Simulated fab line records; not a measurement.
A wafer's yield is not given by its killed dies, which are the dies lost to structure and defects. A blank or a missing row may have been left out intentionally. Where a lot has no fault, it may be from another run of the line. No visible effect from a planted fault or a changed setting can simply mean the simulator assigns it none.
fab line records ; flow gf180mcu
record lots=6; wafers=18; last-day=34
route steps=602 shown M4@460 PASSIVATION@602
lots with no fault: from the same line, run without faults
start-h: hours from the record's first day to the start of the lot's first wafer shown ; wait-h: time in hours since the lot's previous step ; " identical to the entry in the row above ; L1.1+2: a row that stands for several wafers ; - either no value or no given start ; * or withheld: withheld ; < > ~ a bound
route shown NAME@n: names a module that has steps shown in the file, with the first one's number in the route ; usual: mean and standard deviation over wafers with no fault ; same: alike in all rows ; chamber/n: place in a boat ; sites: the reading at each site ; _std_site: standard deviation of those values ; _edge_site: outer sites' mean less inner sites' ; radius-mm: for every site, how far away it sits from the centre of the wafer ; mask NAME#n: copy n ; behind: the most recent tool/chamber to have shaped the wafer ; hold: what put the lot on hold/how long, in hours/how the hold closed ; device: which transistor (n, p or np) failed to switch ; end of line: at the end of the route, the tests of the same wafers ; a step with no rows: only its recipe ; killed: the dies lost at the first sort to structure and to defects; this is not the yield of the wafer ; map: dies across one wafer; x = killed, . = not, _ = none there
set.NAME: the run value of the setting; set.NAME@STEP: its run value at that earlier step ; model.NAME: the simulator's own value behind a step, which no gauge read
lots at selected steps of the route; one table per step, one row per wafer
services: a tool's chamber out of use, with start hour (start-h, from the record's first day; less than 0 if before it), hours out, and reason
## steps
# step GF_M4_SPUTTER_04
# recipe material=TiN; target-thk-nm=50; power-w=6500; time-s=41.7; chamber-pressure-pa=0.4
# usual cathode-dc-power-W=6500.1/1.3; throttle-valve-pct=30.2/1.6
lot.wafer;tool;chamber;start-h;wait-h;cathode-dc-power-W;throttle-valve-pct
L165.2;pvd-sputter-02;-;527.20;0.0;6501.3;29.7
L165.3;pvd-sputter-02;-;527.20;0.0;6499.6;28.1
L165.4;pvd-sputter-02;-;527.20;0.0;6500.7;30.4
L168.2;pvd-sputter-04;-;552.45;0.0;6503.4;32.2
L168.3;pvd-sputter-04;-;552.45;0.0;6500.3;31.3
L168.6;pvd-sputter-04;-;552.45;0.0;6500.4;32.1
L175.2;pvd-sputter-04;-;614.59;0.0;6498.4;28.0
L175.3;pvd-sputter-04;-;614.59;0.0;6500.2;28.8
L175.4;pvd-sputter-04;-;614.59;0.0;6499.4;32.3
L179.2;pvd-sputter-03;-;633.28;0.0;6500.8;31.0
L179.3;pvd-sputter-03;-;633.28;0.0;6500.3;32.9
L179.4;pvd-sputter-03;-;633.28;0.0;6499.1;30.4
L181.4;pvd-sputter-04;-;649.57;0.0;6499.7;28.1
L181.5;pvd-sputter-04;-;649.57;0.0;6498.8;29.2
L181.6;pvd-sputter-04;-;649.57;0.0;6499.5;28.1
L186.3;pvd-sputter-02;-;684.30;0.0;6500.4;29.7
L186.5;pvd-sputter-02;-;684.30;0.0;6500.2;29.5
L186.6;pvd-sputter-02;-;684.30;0.0;6499.5;27.9
# step GF_M4_RS_MEAS_05
# recipe thk-meas-gauge=four-point-probe; reads=TiN_of_M4_SPUTTER_04+Ti_of_M4_SPUTTER_03+AlCu_of_M4_SPUTTER_02+TiN_of_M4_SPUTTER_01+Ti_of_M4_SPUTTER_00
# usual M4_ALCU_RS=0.0695/0.00083
lot.wafer;tool;chamber;start-h;wait-h;M4_ALCU_RS[ohm/sq]
L165.2;film-metro-02;-;527.26;0.0;0.0690
L165.3;film-metro-02;-;527.26;0.0;0.0682
L165.4;film-metro-02;-;527.26;0.0;0.0699
L168.2;film-metro-03;-;552.51;0.0;0.0692
L168.3;film-metro-03;-;552.51;0.0;0.0694
L168.6;film-metro-03;-;552.51;0.0;0.0696
L175.2;film-metro-01;-;614.65;0.0;0.0687
L175.3;film-metro-01;-;614.65;0.0;0.0689
L175.4;film-metro-01;-;614.65;0.0;0.0681
L179.2;film-metro-01;-;633.34;0.0;0.0711
L179.3;film-metro-01;-;633.34;0.0;0.0714
L179.4;film-metro-01;-;633.34;0.0;0.0705
L181.4;film-metro-03;-;649.67;0.1;0.0700
L181.5;film-metro-03;-;649.67;0.1;0.0692
L181.6;film-metro-03;-;649.67;0.1;0.0705
L186.3;film-metro-02;-;684.38;0.1;0.0696
L186.5;film-metro-02;-;684.38;0.1;0.0694
L186.6;film-metro-02;-;684.38;0.1;0.0691
# step GF_M4_THK_MEAS_06
# recipe thk-meas-gauge=xrf; reads=AlCu_of_M4_SPUTTER_02
# usual M4_ALCU_THK=438/5.5
lot.wafer;tool;chamber;start-h;wait-h;M4_ALCU_THK[nm]
L165.2;film-metro-02;-;527.37;0.1;439
L165.3;film-metro-02;-;527.37;0.1;445
L165.4;film-metro-02;-;527.37;0.1;432
L168.2;film-metro-03;-;552.62;0.1;439
L168.3;film-metro-03;-;552.62;0.1;441
L168.6;film-metro-03;-;552.62;0.1;437
L175.2;film-metro-01;-;614.76;0.1;447
L175.3;film-metro-01;-;614.76;0.1;447
L175.4;film-metro-01;-;614.76;0.1;451
L179.2;film-metro-01;-;633.45;0.1;426
L179.3;film-metro-01;-;633.45;0.1;428
L179.4;film-metro-01;-;633.45;0.1;432
L181.4;film-metro-03;-;649.76;0.1;437
L181.5;film-metro-03;-;649.76;0.1;441
L181.6;film-metro-03;-;649.76;0.1;434
L186.3;film-metro-02;-;684.48;0.1;431
L186.5;film-metro-02;-;684.48;0.1;433
L186.6;film-metro-02;-;684.48;0.1;436
# step GF_M4_DEHYDRATE_07
# recipe temp-c=198.3; time-s=60
# step GF_M4_HMDS_08
# recipe prime-time-s=60; prime-temp-c=120
# step GF_M4_COAT_09
# recipe resist=KrF; spin-rpm=withheld; resist-thk-nm=1000
# step GF_M4_SOFTBAKE_10
# recipe temp-c=130; time-s=60; resist=KrF
# step GF_M4_EXPOSE_11
# recipe mask-id=Metal4; target-cd-nm=280; na=0.68; source-shape=conventional; sigma-outer=0.6; dose-mj=28
# step GF_M4_PEB_12
# recipe peb-temp-c=135; peb-time-s=90; resist=KrF
# step GF_M4_DEVELOP_13
# recipe develop-time-s=60; dev-temp-c=21
# step GF_M4_CD_MEAS_14
# recipe target-cd-nm=280
# usual cd-nm=279.5/1.3
lot.wafer;tool;chamber;start-h;wait-h;cd-nm
L165.2;cd-sem-02;-;549.08;0.1;281.8
L165.3;cd-sem-02;-;549.08;0.1;279.6
L165.4;cd-sem-02;-;549.08;0.1;281.2
L168.2;cd-sem-01;-;574.51;0.1;280.2
L168.3;cd-sem-01;-;574.51;0.1;279.8
L168.6;cd-sem-01;-;574.51;0.1;279.4
L175.2;cd-sem-02;-;635.31;0.1;277.4
L175.3;cd-sem-02;-;635.31;0.1;275.7
L175.4;cd-sem-02;-;635.31;0.1;278.1
L179.2;cd-sem-02;-;653.01;0.1;279.6
L179.3;cd-sem-02;-;653.01;0.1;280.2
L179.4;cd-sem-02;-;653.01;0.1;279.3
L181.4;cd-sem-01;-;668.45;0.1;278.1
L181.5;cd-sem-01;-;668.45;0.1;277.7
L181.6;cd-sem-01;-;668.45;0.1;278.6
L186.3;cd-sem-02;-;703.15;0.1;281.4
L186.5;cd-sem-02;-;703.15;0.1;281.3
L186.6;cd-sem-02;-;703.15;0.1;281.4
# step GF_M4_OVL_MEAS_15
# usual M4_OVL=1/5.7
lot.wafer;tool;chamber;start-h;wait-h;M4_OVL[nm]
L165.2;overlay-01;-;549.19;0.1;-10
L165.3;overlay-01;-;549.19;0.1;3
L165.4;overlay-01;-;549.19;0.1;-7
L168.2;overlay-02;-;574.62;0.1;7
L168.3;overlay-02;-;574.62;0.1;0
L168.6;overlay-02;-;574.62;0.1;4
L175.2;overlay-01;-;635.42;0.1;2
L175.3;overlay-01;-;635.42;0.1;11
L175.4;overlay-01;-;635.42;0.1;5
L179.2;overlay-01;-;653.12;0.1;-8
L179.3;overlay-01;-;653.12;0.1;-3
L179.4;overlay-01;-;653.12;0.1;-4
L181.4;overlay-01;-;668.53;0.1;5
L181.5;overlay-01;-;668.53;0.1;0
L181.6;overlay-01;-;668.53;0.1;7
L186.3;overlay-01;-;703.24;0.1;-7
L186.5;overlay-01;-;703.24;0.1;-6
L186.6;overlay-01;-;703.24;0.1;-2
# step GF_M4_METAL_ETCH_16
# recipe chemistry=Cl2/BCl3; mask-material=KrF; target-depth-nm=750.8; stop-on=SiO2; pressure-mtorr=8; icp-w=800; bias-w=140; Cl2_flow_sccm=80; bcl3-flow-sccm=40; time-s=125.1
# usual drypump-motor-current-A=6.0/0.34; he-backside-leak-sccm=3.3/0.36; oes-product-au=0.991/0.0072; rf-fwd-power-W=796.7/2.6; throttle-valve-pct=28.229/0.012
lot.wafer;tool;chamber;start-h;wait-h;drypump-motor-current-A;he-backside-leak-sccm;oes-product-au;rf-fwd-power-W;rf-hours-counter-h;throttle-valve-pct;model.KrF_of_M4_COAT_09.thk-nm
L165.2;rie-metal-03;1;549.22;0.0;6.0;3.1;0.987;795.5;5;28.229;692.2
L165.3;rie-metal-03;1;549.22;0.0;5.9;3.0;0.986;796.4;-;28.255;690.2
L165.4;rie-metal-03;0;549.22;0.0;5.8;3.7;0.993;795.8;-;28.227;676.2
L168.2;rie-metal-02;0;574.69;0.1;5.8;3.3;0.997;795.6;-;28.224;690.4
L168.3;rie-metal-02;0;574.69;0.1;5.8;3.5;0.996;797.3;-;28.224;687.3
L168.6;rie-metal-02;0;574.69;0.1;5.8;3.2;0.989;799.8;-;28.236;695.1
L175.2;rie-metal-03;1;635.45;0.0;6.0;2.9;0.980;797.2;9;28.253;696.3
L175.3;rie-metal-03;1;635.45;0.0;6.0;3.2;0.977;798.4;-;28.258;698.9
L175.4;rie-metal-03;0;635.45;0.0;5.8;3.6;0.870;796.7;-;28.361;749.4
L179.2;rie-metal-03;0;653.15;0.0;5.7;3.4;0.878;794.9;2;28.357;752.3
L179.3;rie-metal-03;0;653.15;0.0;5.8;3.5;0.875;796.2;-;28.365;748.2
L179.4;rie-metal-03;1;653.15;0.0;5.9;2.9;0.981;801.5;-;28.231;696.6
L181.4;rie-metal-02;1;668.59;0.1;6.6;3.1;1.001;792.5;-;28.229;674.7
L181.5;rie-metal-02;1;668.59;0.1;6.7;3.1;0.997;791.4;-;28.210;674
L181.6;rie-metal-02;0;668.59;0.1;5.8;3.1;0.995;793.7;-;28.213;682.7
L186.3;rie-metal-01;1;703.31;0.1;5.6;3.1;0.999;797.3;-;28.238;679
L186.5;rie-metal-01;1;703.31;0.1;5.6;3.2;0.991;796.9;-;28.220;676.9
L186.6;rie-metal-01;0;703.31;0.1;5.8;3.5;0.998;797.9;-;28.219;683.1
# step GF_M4_STRIP_17
# recipe chemistry=O2/N2; power-w=1400; pressure-mtorr=1500; platen-temp-c=250; o2-flow-sccm=3000; n2-flow-sccm=300; overash-fraction=0.5
# usual drypump-motor-current-A=5.5/0.44; heater-power-w=329/11; oes-product-au=0.538/0.0057; strip-time-to-endpoint-s=7.38/0.081
lot.wafer;tool;chamber;start-h;wait-h;drypump-motor-current-A;heater-power-w;oes-product-au;rf-hours-counter-h;strip-time-to-endpoint-s
L165.2;plasma-asher-01;0;549.35;0.1;5.4;328;0.541;78;7.46
L165.3;plasma-asher-01;0;549.35;0.1;5.4;328;0.544;-;7.43
L165.4;plasma-asher-01;1;549.35;0.1;5.6;314;0.532;-;7.29
L168.2;plasma-asher-04;1;574.91;0.2;6.1;357;0.533;97;7.45
L168.3;plasma-asher-04;1;574.91;0.2;6.1;335;0.546;-;7.39
L168.6;plasma-asher-04;0;574.91;0.2;5.4;333;0.536;-;7.49
L175.2;plasma-asher-02;0;635.58;0.1;6.0;321;0.532;21;7.50
L175.3;plasma-asher-02;1;635.58;0.1;4.8;321;0.544;-;7.51
L175.4;plasma-asher-02;0;635.58;0.1;6.0;330;0.562;-;8.03
L179.2;plasma-asher-02;0;653.28;0.1;6.0;333;0.561;23;8.06
L179.3;plasma-asher-02;0;653.28;0.1;6.0;323;0.575;-;7.99
L179.4;plasma-asher-02;1;653.28;0.1;4.8;326;0.542;-;7.50
L181.4;plasma-asher-02;0;668.71;0.1;6.0;323;0.533;-;7.29
L181.5;plasma-asher-02;1;668.71;0.1;4.8;318;0.542;-;7.29
L181.6;plasma-asher-02;0;668.71;0.1;6.0;333;0.538;-;7.37
L186.3;plasma-asher-02;1;703.43;0.1;4.8;323;0.540;-;7.34
L186.5;plasma-asher-02;1;703.43;0.1;4.8;328;0.529;-;7.31
L186.6;plasma-asher-02;0;703.43;0.1;6.0;333;0.538;-;7.36
# step GF_M4_STRIP_18
# recipe chemistry=post-etch-residue-remover; time-s=1200; temp-c=72.5
# step GF_PASSIVATION_PROBE_99
lot.wafer;tool;chamber;start-h;wait-h;model.etest.met4-comb.leak-log10-a-um
L165.2;prober-01;-;682.88;0.1;-11.88
L165.3;prober-01;-;682.93;0.2;-11.91
L165.4;prober-01;-;682.98;0.2;-12.02
L168.2;prober-02;-;704.80;0.1;-11.95
L168.3;prober-02;-;704.85;0.2;-12.11
L168.6;prober-02;-;705.00;0.2;-12.08
L175.2;prober-01;-;754.98;0.1;-11.96
L175.3;prober-01;-;755.03;0.2;-12.1
L175.4;prober-01;-;755.08;0.2;-
L179.2;prober-01;-;769.70;0.1;-8.921
L179.3;prober-01;-;769.75;0.2;-9.94
L179.4;prober-01;-;769.80;0.2;-12.16
L181.4;prober-02;-;783.55;0.2;-11.97
L181.5;prober-02;-;783.60;0.2;-12.17
L181.6;prober-02;-;783.65;0.2;-12.04
L186.3;prober-01;-;812.13;0.2;-12.04
L186.5;prober-01;-;812.23;0.2;-11.81
L186.6;prober-01;-;812.28;0.2;-12.05
# killed by level:class
L165.2 M1:geometric-particle:short=5 V5:geometric-particle:open=5 CONTACT:geometric-particle:open=4 V4:geometric-particle:open=4 M4:geometric-particle:short=3 V3:geometric-particle:open=3 M3:geometric-particle:short=2 HV_LDD:geometric-particle:open=2
L165.3 V1:geometric-particle:open=6 V4:geometric-particle:open=6 CONTACT:geometric-particle:open=4 STI:geometric-particle:open=3 V5:geometric-particle:open=3 V3:geometric-particle:short=3 STI:geometric-particle:short=2 CONTACT:geometric-particle:short=2
L165.4 V5:geometric-particle:open=7 STI:geometric-particle:short=4 CONTACT:geometric-particle:open=4 V4:geometric-particle:open=4 SAB:geometric-particle:short=2 CONTACT:geometric-particle:short=2 V1:geometric-particle:short=2 M2:geometric-particle:short=2
L168.2 V4:geometric-particle:open=5 STI:geometric-particle:open=3 STI:geometric-particle:short=3 V2:geometric-particle:open=3 V3:geometric-particle:open=3 M4:geometric-particle:short=3 V5:geometric-particle:short=3 SALICIDE:geometric-particle:short=2
L168.3 V4:geometric-particle:open=8 V1:geometric-particle:open=6 V5:geometric-particle:open=5 V2:geometric-particle:open=4 V3:geometric-particle:short=4 M5:geometric-particle:short=4 STI:geometric-particle:open=3 CONTACT:geometric-particle:open=3
L168.6 V5:geometric-particle:open=6 V3:geometric-particle:open=5 V4:geometric-particle:open=5 STI:geometric-particle:short=4 CONTACT:geometric-particle:short=4 V2:geometric-particle:open=4 M4:geometric-particle:short=4 CONTACT:geometric-particle:open=3
L181.4 V4:geometric-particle:open=6 CONTACT:geometric-particle:open=5 V1:geometric-particle:open=5 V2:geometric-particle:open=4 V3:geometric-particle:open=4 M1:geometric-particle:short=3 SALICIDE:geometric-particle:open=2 STI:geometric-particle:short=1
L181.5 V4:geometric-particle:open=6 V3:geometric-particle:open=6 V1:geometric-particle:open=5 V5:geometric-particle:short=4 STI:geometric-particle:short=3 CONTACT:geometric-particle:short=2 CONTACT:geometric-particle:open=2 M1:geometric-particle:short=2
L181.6 V1:geometric-particle:open=8 V2:geometric-particle:open=6 V4:geometric-particle:short=5 V3:geometric-particle:open=5 V1:geometric-particle:short=4 CONTACT:geometric-particle:open=3 V4:geometric-particle:open=3 M5:geometric-particle:short=3
L186.3 CONTACT:geometric-particle:open=10 V3:geometric-particle:open=4 V4:geometric-particle:open=4 STI:geometric-particle:open=3 POLY_GATE:geometric-particle:open=3 POLY_GATE:geometric-particle:short=3 M1:geometric-particle:short=3 V2:geometric-particle:open=3
L186.5 V3:geometric-particle:open=8 V5:geometric-particle:open=4 STI:geometric-particle:open=3 POLY_GATE:geometric-particle:short=3 V2:geometric-particle:open=3 V5:geometric-particle:short=3 CONTACT:geometric-particle:open=2 M1:geometric-particle:short=2
L186.6 STI:geometric-particle:short=7 M2:geometric-particle:short=5 V3:geometric-particle:short=4 POLY_GATE:geometric-particle:short=3 M1:geometric-particle:short=3 V3:geometric-particle:open=3 STI:geometric-particle:open=2 V2:geometric-particle:open=2
## services
tool;chamber;start-h;hours;kind
pvd-sputter-02;2;509.56;-;consumable-replace:kit
pvd-sputter-02;2;509.56;18.0;scheduled-down
pvd-sputter-02;2;509.56;18.0;vent-cycle
pvd-sputter-04;1;534.01;-;consumable-replace:kit
pvd-sputter-04;1;534.01;18.0;scheduled-down
pvd-sputter-04;1;534.01;18.0;vent-cycle
rie-metal-02;0;543.58;-;clean
rie-metal-02;0;543.58;18.8;scheduled-down
rie-metal-02;0;543.58;18.8;vent-cycle
rie-metal-01;0;544.95;52.1;repair
plasma-asher-02;-;556.94;2.8;pm
rie-metal-02;1;562.35;-;clean
rie-metal-02;1;562.35;30.9;scheduled-down
rie-metal-02;1;562.35;30.9;vent-cycle
rie-metal-03;0;562.60;-;clean
rie-metal-03;0;562.60;23.8;scheduled-down
rie-metal-03;0;562.60;23.8;vent-cycle
pvd-sputter-03;-;597.82;0.7;repair
rie-metal-03;-;619.95;0.1;repair
pvd-sputter-04;0;649.61;-;consumable-replace:kit
pvd-sputter-04;0;649.61;18.0;scheduled-down
pvd-sputter-04;0;649.61;18.0;vent-cycle
plasma-asher-01;-;660.60;0.8;repair
rie-metal-03;1;675.94;6.2;repair
## key
first-sign step=GF_M4_METAL_ETCH_16; reading=oes-product-au; direction=down; sigmas=16; usual=0.991; struck=0.874
effect step=GF_M4_METAL_ETCH_16; reading=throttle-valve-pct; direction=up; sigmas=11; usual=28.229; struck=28.361
effect step=GF_M4_STRIP_17; reading=strip-time-to-endpoint-s; direction=up; sigmas=7.9; usual=*; struck=*
model-effect step=GF_M4_METAL_ETCH_16; value=KrF_of_M4_COAT_09.thk-nm; without=689.1; struck=749.9
model-effect step=GF_PASSIVATION_PROBE_99; value=etest.met4-comb.leak-log10-a-um; without=-11.95; struck=-9.43
met-at GF_M4_METAL_ETCH_16
struck-wafers L175.4,L179.2,L179.3
sort-left-out L175.4,L179.2,L179.3
onset-between 549.22 635.45
fault kind=process-parameter-drift; tool=rie-metal-03; chamber=0; onset-h=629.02; steps=GF_M4_METAL_ETCH_16; channel=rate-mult; offset=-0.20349; shape=step; end-h=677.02
# sort-left-out: the simulated sort isn't trusted on such a fault, so these wafers' sort isn't shown, and their yield isn't known
